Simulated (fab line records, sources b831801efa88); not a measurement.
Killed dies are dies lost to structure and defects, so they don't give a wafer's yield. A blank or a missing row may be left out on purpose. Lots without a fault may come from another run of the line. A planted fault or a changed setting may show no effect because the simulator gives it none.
Tool commonality check | flow gf180mcu | 10 lots, 30 wafers sampled

WHY IT WAS OPENED
At GF_M2_CD_MEAS_14 the reading cd_nm is flagged on 2 of 10 lots. Wafers without a fault read 280.3 nm, standard deviation 1.2.
Rule: a lot is flagged when every wafer of it that has a number lies more than 4 standard deviations from that mean, or none has a number. The other lots count as sound.

lot  | measured     | on        | cd_nm (nm), wafer by wafer | flag
L254 | day 19 04:17 | cd_sem-02 | 280.4 279.3 279.4          |
L255 | day 19 17:05 | cd_sem-02 | 278.8 278.2 277.7          |
L261 | day 21 17:05 | cd_sem-01 | 279.0 279.3 281.3          |
L264 | day 23 00:29 | cd_sem-02 | 260.6 261.4 260.2          | FLAGGED
L265 | day 23 06:41 | cd_sem-02 | 258.0 259.3 259.4          | FLAGGED
L267 | day 24 01:05 | cd_sem-01 | 280.9 280.3 281.2          |
L268 | day 24 08:20 | cd_sem-02 | 281.0 281.8 281.9          |
L275 | day 26 14:35 | cd_sem-01 | 279.6 278.9 279.4          |
L276 | day 26 17:46 | cd_sem-02 | 279.9 280.1 281.0          |
L277 | day 27 01:13 | cd_sem-02 | 280.9 279.9 279.5          |
The numbers of the flagged lots are 259.8 nm on average: -20.5 nm against the usual, or -17 standard deviations.

WHICH TOOL RAN EACH LOT
The record holds 3 process steps before the reading, out of a route of 602 steps. In each cell: the tool, then ch and the chambers that the sampled wafers went through, then the start.
lot  | flag    | GF_V1_SPUTTER_22             | GF_M2_SPUTTER_04             | GF_M2_EXPOSE_11
L254 |         | pvd_sputter-04, day 18 03:57 | pvd_sputter-03, day 18 04:58 | krf_scanner-02 ch 0, day 18 16:40
L255 |         | pvd_sputter-01, day 18 16:28 | pvd_sputter-03, day 18 17:17 | krf_scanner-02 ch 0, day 19 05:17
L261 |         | pvd_sputter-04, day 20 15:46 | pvd_sputter-02, day 20 16:35 | krf_scanner-01 ch 0, day 21 04:59
L264 | FLAGGED | pvd_sputter-04, day 22 00:46 | pvd_sputter-02, day 22 01:34 | krf_scanner-01 ch 0, day 22 13:29
L265 | FLAGGED | pvd_sputter-02, day 22 07:11 | pvd_sputter-01, day 22 08:00 | krf_scanner-01 ch 0, day 22 19:38
L267 |         | pvd_sputter-01, day 23 01:42 | pvd_sputter-03, day 23 02:31 | krf_scanner-02 ch 0, day 23 14:13
L268 |         | pvd_sputter-04, day 23 08:55 | pvd_sputter-01, day 23 09:44 | krf_scanner-02 ch 0, day 23 21:26
L275 |         | pvd_sputter-01, day 25 17:35 | pvd_sputter-02, day 25 18:23 | krf_scanner-02 ch 0, day 26 04:57
L276 |         | pvd_sputter-02, day 25 20:09 | pvd_sputter-01, day 25 20:58 | krf_scanner-02 ch 0, day 26 07:25
L277 |         | pvd_sputter-04, day 26 04:10 | pvd_sputter-03, day 26 04:59 | krf_scanner-02 ch 0, day 26 15:10
What these steps do:
- GF_V1_SPUTTER_22: material TiN, target thk 10 nm, time 40 s.
- GF_M2_SPUTTER_04: material TiN, target thk 50 nm, time 41.7 s.
- GF_M2_EXPOSE_11: exposes mask Metal2, target cd 280 nm.
- GF_M2_CD_MEAS_14: target cd 280 nm.

FLAGGED OVER TOTAL, TOOL BY TOOL (the gauges that took the reading come last)
step             | tool           | lots run | flagged | share of the flagged lots | sound lots run after its first flagged lot
GF_V1_SPUTTER_22 | pvd_sputter-01 | 3        | 0       | none                      | -
GF_V1_SPUTTER_22 | pvd_sputter-02 | 2        | 1       | some                      | 1 (L276)
GF_V1_SPUTTER_22 | pvd_sputter-04 | 5        | 1       | some                      | 2 (L268,L277)
GF_M2_SPUTTER_04 | pvd_sputter-01 | 3        | 1       | some                      | 2 (L268,L276)
GF_M2_SPUTTER_04 | pvd_sputter-02 | 3        | 1       | some                      | 1 (L275)
GF_M2_SPUTTER_04 | pvd_sputter-03 | 4        | 0       | none                      | -
GF_M2_EXPOSE_11  | krf_scanner-01 | 3        | 2       | all                       | 0
GF_M2_EXPOSE_11  | krf_scanner-02 | 7        | 0       | none                      | -
GF_M2_CD_MEAS_14 | cd_sem-01      | 3        | 0       | none                      | -
GF_M2_CD_MEAS_14 | cd_sem-02      | 7        | 2       | all                       | 3 (L268,L276,L277)

WHAT THE TABLE ALLOWS
2 rows of the table ran every flagged lot: krf_scanner-01 at GF_M2_EXPOSE_11, cd_sem-02 at GF_M2_CD_MEAS_14.
- krf_scanner-01 at GF_M2_EXPOSE_11: 2 of its 3 lots flagged. Its last sound lot is L261 (day 21 04:59), its first flagged lot L264 (day 22 13:29): a fault that began between those two fits. Its own readings lie more than 4 standard deviations out on every wafer of the flagged lots: exposure_dose_mJ_cm2.
- cd_sem-02 at GF_M2_CD_MEAS_14: 2 of its 7 lots flagged. Sound lots ran on it after the first flagged one (L268, L276, L277), which a lasting fault on the whole tool wouldn't allow.
One tool is left: krf_scanner-01 at GF_M2_EXPOSE_11.

WHAT THE SIMULATOR HAD PUT IN
Process parameter drift: krf_scanner-01, from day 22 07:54 on, at GF_M2_EXPOSE_11. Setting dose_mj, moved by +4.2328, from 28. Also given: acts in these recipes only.
Lots struck among those shown: L264, L265. The rule above found the same.
